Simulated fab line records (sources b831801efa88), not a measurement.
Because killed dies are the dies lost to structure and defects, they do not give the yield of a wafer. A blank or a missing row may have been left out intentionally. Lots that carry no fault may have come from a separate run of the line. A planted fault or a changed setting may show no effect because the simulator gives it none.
Which tool did it? | flow sky130 | Sampling: 10 lots, 30 wafers, 6 of 708 route steps

== WHAT THE GAUGES SHOWED, per wafer ==
SKY_NWELL_TW_MEAS_15.
lot  | measured    | on            | NWELL_TW
L916 | day 4 21:26 | film metro-02 | 1801 1809 1807
L918 | day 5 03:26 | film metro-03 | 1822 1806 1819
L923 | day 6 12:20 | film metro-04 | 1808 1811 1806
L926 | day 7 06:25 | film metro-04 | 1802 1791 1791
L927 | day 7 12:06 | film metro-04 | 1792 1797 1796
L930 | day 8 03:33 | film metro-04 | 1814 1807 1816
L931 | day 8 10:59 | film metro-03 | 1826 1813 1816
L932 | day 8 20:08 | film metro-02 | 1817 1811 1820
L933 | day 9 02:28 | film metro-04 | 1811 1811 1805
L936 | day 9 16:08 | film metro-03 | 1818 1812 1815

SKY_NWELL_RS_MEAS_29: measurement is done with a four-point probe.
lot  | measured     | on            | NWELL_RS (ohm/sq)
L916 | day 5 16:08  | film metro-02 | 624.8 626.3 625.4
L918 | day 5 22:15  | film metro-02 | 624.1 626.4 624.7
L923 | day 7 08:07  | film metro-02 | 623.3 623.3 624.1
L926 | day 8 02:18  | film metro-03 | 642.5 642.1 641.7 644.1 642.3 643.1
L927 | day 8 08:34  | film metro-03 | 641.1 643.7 642.9 642.8 643.9 642.1
L930 | day 9 00:21  | film metro-03 | 625.0 625.0 623.9
L931 | day 9 08:23  | film metro-04 | 623.5 623.9 622.4
L932 | day 9 18:25  | film metro-03 | 619.7 623.8 621.6
L933 | day 10 01:05 | film metro-04 | 627.5 627.8 627.7
L936 | day 10 15:06 | film metro-02 | 626.1 625.4 626.8

SKY_NWELL_RS_MEAS_31: measurement is done with a four-point probe.
lot  | measured     | on            | PWDE_RS (ohm/sq)
L916 | day 5 16:23  | film metro-02 | 5285 5294 5282
L918 | day 5 22:29  | film metro-02 | 5285 5285 5286
L923 | day 7 08:22  | film metro-02 | 5281 5257 5260
L926 | day 8 04:45  | film metro-03 | 5277 5269 5269
L927 | day 8 11:11  | film metro-03 | 5255 5247 5252
L930 | day 9 00:35  | film metro-03 | 5310 5279 5278
L931 | day 9 08:38  | film metro-04 | 5272 5276 5271
L932 | day 9 18:40  | film metro-03 | 5279 5258 5256
L933 | day 10 01:19 | film metro-04 | 5275 5273 5272
L936 | day 10 15:20 | film metro-02 | 5275 5271 5286

== EACH LOT AND THE TOOL THAT RAN IT (in order: tool; ch and the chambers of the sampled wafers; start) ==
lot  | SKY_FIELD_ISO_ETCH_17           | SKY_DNWELL_STRIP_08                 | SKY_NWELL_IMPLANT_11
L916 | rie si-01 ch 0,2,3, day 2 10:47 | plasma asher-04 ch 0,1, day 3 10:55 | implanter-03 ch 0, day 4 20:55
L918 | rie si-01 ch 1,2, day 2 20:08   | plasma asher-04 ch 0,1, day 3 17:34 | implanter-03 ch 0, day 5 02:56
L923 | rie si-02 ch 1,2,3, day 3 23:13 | plasma asher-02 ch 0,1, day 4 22:58 | implanter-02 ch 0, day 6 11:49
L926 | rie si-01 ch 1,2, day 4 14:11   | plasma asher-04 ch 0,1, day 5 15:22 | implanter-03 ch 0, day 7 05:52
L927 | rie si-01 ch 0,2,3, day 4 19:29 | plasma asher-02 ch 0,1, day 5 21:08 | implanter-03 ch 0, day 7 11:34
L930 | rie si-01 ch 0,2,3, day 5 10:16 | plasma asher-02 ch 0,1, day 6 11:49 | implanter-01 ch 0, day 8 03:01
L931 | rie si-02 ch 0,1,2, day 5 16:44 | plasma asher-02 ch 0,1, day 6 18:49 | implanter-02 ch 0, day 8 10:26
L932 | rie si-02 ch 0,1,3, day 5 23:07 | plasma asher-04 ch 0,1, day 7 03:46 | implanter-02 ch 0, day 8 19:35
L933 | rie si-02 ch 0,1,3, day 6 04:16 | plasma asher-04 ch 0, day 7 08:32   | implanter-01 ch 0, day 9 01:55
L936 | rie si-02 ch 0,1,3, day 6 18:19 | plasma asher-04 ch 0,1, day 7 20:31 | implanter-02 ch 0, day 9 15:36
- SKY_FIELD_ISO_ETCH_17: etches Si in HBr/Cl2/O2, target depth 342 nm, time 97.7 s.
- SKY_DNWELL_STRIP_08: strips in O2/N2.
- SKY_NWELL_IMPLANT_11

== WHAT THE TOOLS THEMSELVES READ (means of the sampled wafers that have a number; where no wafer has one, the mark that the record gives instead) ==
SKY_FIELD_ISO_ETCH_17.
lot  | tool      | bias w (W) | drypump motor current A (A) | oes product au (a.u.) | throttle valve pct (%)
L916 | rie si-01 | 149.9      | 5.90                        | 1.006                 | 25.649
L918 | rie si-01 | 149.8      | 5.92                        | 1.004                 | 25.655
L923 | rie si-02 | 150.2      | 5.70                        | 0.992                 | 25.668
L926 | rie si-01 | 150.4      | 5.93                        | 1.013                 | 25.649
L927 | rie si-01 | 149.8      | 5.88                        | 1.005                 | 25.651
L930 | rie si-01 | 150.1      | 5.88                        | 1.003                 | 25.648
L931 | rie si-02 | 149.8      | 6.02                        | 0.998                 | 25.654
L932 | rie si-02 | 150.2      | 5.77                        | 1.001                 | 25.660
L933 | rie si-02 | 149.9      | 5.77                        | 1.014                 | 25.643
L936 | rie si-02 | 149.8      | 5.77                        | 1.000                 | 25.660

SKY_DNWELL_STRIP_08.
lot  | tool            | drypump motor current A (A) | o2 flow sccm (sccm) | oes product au (a.u.) | strip time to endpoint s (s)
L916 | plasma asher-04 | 6.0                         | 2998                | 0.719                 | 36.82
L918 | plasma asher-04 | 6.0                         | 2997                | 0.725                 | 37.04
L923 | plasma asher-02 | 5.3                         | 3006                | 0.721                 | 36.99
L926 | plasma asher-04 | 6.0                         | 3003                | 0.722                 | 36.97
L927 | plasma asher-02 | 5.3                         | 2998                | 0.722                 | 37.04
L930 | plasma asher-02 | 5.4                         | 3008                | 0.722                 | 36.84
L931 | plasma asher-02 | 5.3                         | 2996                | 0.722                 | 36.81
L932 | plasma asher-04 | 5.8                         | 2998                | 0.722                 | 36.84
L933 | plasma asher-04 | 5.7                         | 3002                | 0.721                 | 36.91
L936 | plasma asher-04 | 6.0                         | 2994                | 0.722                 | 36.96

SKY_NWELL_IMPLANT_11.
lot  | tool         | beam energy keV | beam on s (s) | end station pressure torr (Torr)
L916 | implanter-03 | 399.97          | 10.18         | 5.20e-06
L918 | implanter-03 | 400.01          | 10.14         | 5.09e-06
L923 | implanter-02 | 399.93          | 10.01         | 4.96e-06
L926 | implanter-03 | 359.83          | 9.87          | 4.91e-06
L927 | implanter-03 | 360.03          | 9.91          | 5.23e-06
L930 | implanter-01 | 399.94          | 9.97          | 4.79e-06
L931 | implanter-02 | 399.98          | 10.22         | 5.18e-06
L932 | implanter-02 | 400.04          | 9.95          | 5.04e-06
L933 | implanter-01 | 400.07          | 10.05         | 5.01e-06
L936 | implanter-02 | 400.11          | 9.87          | 4.89e-06

== THE ANSWER, worked out from the rows above alone ==
Rule: the usual values come from the lots themselves. Put in order of their means at a reading, lots are off if they are a third of the lots or fewer, leave a main group of 4 or more, and stand apart from it by a gap of 3 or more times the standard deviation of the main group's means; of several such gaps the widest counts. Not used: any main group whose means are identical at the precision the tables above print for the reading. Also off: a lot with no number at a reading for which 4 or more lots have one. All remaining lots with rows at the step are treated as sound. Order of review: gauges by route order, followed by the tools' own readings, for which a lot's mean as printed above is used. The first step at which some lot is off is used, and at that step the reading that is off furthest; a lot without a number counts as furthest.
Off: L926, L927, seen at SKY_NWELL_RS_MEAS_29 (NWELL_RS). The main group has a mean of 624.7 ohm/sq with a standard deviation of 1.7.
A tool fits if, at a process step before that reading, it ran every lot that is off, and no sound lot after the first of them. Not tried: the gauges at SKY_NWELL_RS_MEAS_29; whatever is off there is also off at SKY_NWELL_IMPLANT_11, on other tools, and gauge error can't account for it. One fits: SKY_NWELL_IMPLANT_11 on implanter-03. A fault onset in the window from L918 (day 5 02:56, its last sound lot) to L926 (day 7 05:52, its first lot off) fits.
On the lots that are off, the tool's own readings at SKY_NWELL_IMPLANT_11 differ by more than 5 times the standard deviation of the sound lots' means, which bears it out; beam energy keV reads 359.93 there versus 400.01 on the sound lots.

== WHAT THE SIMULATOR PUT IN ==
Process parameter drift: implanter-03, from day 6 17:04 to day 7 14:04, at SKY_NWELL_IMPLANT_11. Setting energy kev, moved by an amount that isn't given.
Shown lots that were struck: L926, L927. The rule above found the same.
